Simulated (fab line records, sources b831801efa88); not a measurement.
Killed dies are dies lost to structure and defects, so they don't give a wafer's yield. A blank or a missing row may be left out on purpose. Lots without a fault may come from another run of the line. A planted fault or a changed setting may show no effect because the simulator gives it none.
Which tool did it? | flow gf180mcu | 14 lots, 42 wafers sampled, at 2 steps of a route of 602

WHAT THE GAUGES READ, wafer by wafer
GF_M3_RS_MEAS_05: measures by four-point-probe. Usual: M3_ALCU_RS 0.0695 ohm/sq, standard deviation 0.00086.
lot  | measured     | on            | M3_ALCU_RS (ohm/sq)  | flag
L315 | day 20 10:26 | film_metro-03 | 0.0706 0.0696 0.0697 |
L316 | day 20 19:23 | film_metro-03 | 0.0689 0.0695 0.0704 |
L318 | day 21 12:50 | film_metro-04 | 0.0701 0.0707 0.0724 |
L319 | day 21 22:34 | film_metro-03 | 0.0699 0.0682 0.0679 |
L320 | day 22 08:13 | film_metro-03 | 0.0688 0.0689 0.0681 |
L322 | day 23 06:55 | film_metro-03 | 0.0694 0.0700 0.0696 |
L323 | day 23 12:53 | film_metro-03 | 0.0692 0.0684 0.0701 |
L324 | day 23 18:10 | film_metro-01 | 0.0689 0.0696 0.0692 |
L326 | day 24 15:29 | film_metro-04 | 0.0691 0.0695 0.0707 |
L327 | day 24 20:38 | film_metro-03 | 0.0700 0.0689 0.0699 |
L332 | day 26 14:23 | film_metro-01 | 0.0683 0.0685 0.0699 |
L333 | day 26 16:11 | film_metro-03 | 0.0695 0.0702 0.0695 |
L334 | day 26 20:09 | film_metro-03 | 0.0706 0.0701 0.0717 |
L338 | day 28 00:02 | film_metro-04 | 0.0698 0.0703 0.0711 |

GF_M3_OVL_MEAS_15. Usual: M3_OVL -2 nm, standard deviation 5.3.
lot  | measured     | on         | M3_OVL (nm) | flag
L315 | day 21 11:01 | overlay-01 | -2 4 4      |
L316 | day 21 19:19 | overlay-02 | 4 -5 5      |
L318 | day 22 12:16 | overlay-02 | -2 -3 2     |
L319 | day 22 21:46 | overlay-01 | -5 -7 -7    |
L320 | day 23 07:26 | overlay-02 | 3 5 4       |
L322 | day 24 05:26 | overlay-02 | -11 -4 -2   |
L323 | day 24 10:59 | overlay-01 | 1 -3 -4     |
L324 | day 24 16:14 | overlay-02 | 1 0 -3      |
L326 | day 25 12:43 | overlay-02 | -10 -4 -1   |
L327 | day 25 17:53 | overlay-02 | 3 -2 -1     |
L332 | day 27 10:41 | overlay-01 | -6 -5 2     |
L333 | day 27 11:58 | overlay-01 | 9 -4 -3     |
L334 | day 27 16:13 | overlay-01 | -6 3 2      |
L338 | day 28 19:37 | overlay-02 | -4 -7 -5    |

WHICH TOOL RAN EACH LOT (tool, then ch and the chambers of the sampled wafers, then the start)
The record holds no process step before these readings.

WHAT THE TOOLS THEMSELVES READ (means of the sampled wafers that have a number; where no wafer has one, the mark that the record gives instead)
The record holds no such reading with a usual standard deviation.

THE ANSWER, worked out from the rows above alone
Rule: a lot is off if the mean of its wafers that have a number lies more than 3 standard deviations from the usual mean. A lot without any number at a reading at which 4 lots or more have one is off too. The other lots that the step has rows for count as sound. The gauges are gone through in route order, then the tools' own readings, and for those a lot's mean is taken as printed above. The first step at which some lot is off is used, and at that step the reading that is off furthest; a lot without a number counts as furthest.
No lot is off at any reading shown: from this, nothing can be told.

WHAT THE SIMULATOR HAD PUT IN
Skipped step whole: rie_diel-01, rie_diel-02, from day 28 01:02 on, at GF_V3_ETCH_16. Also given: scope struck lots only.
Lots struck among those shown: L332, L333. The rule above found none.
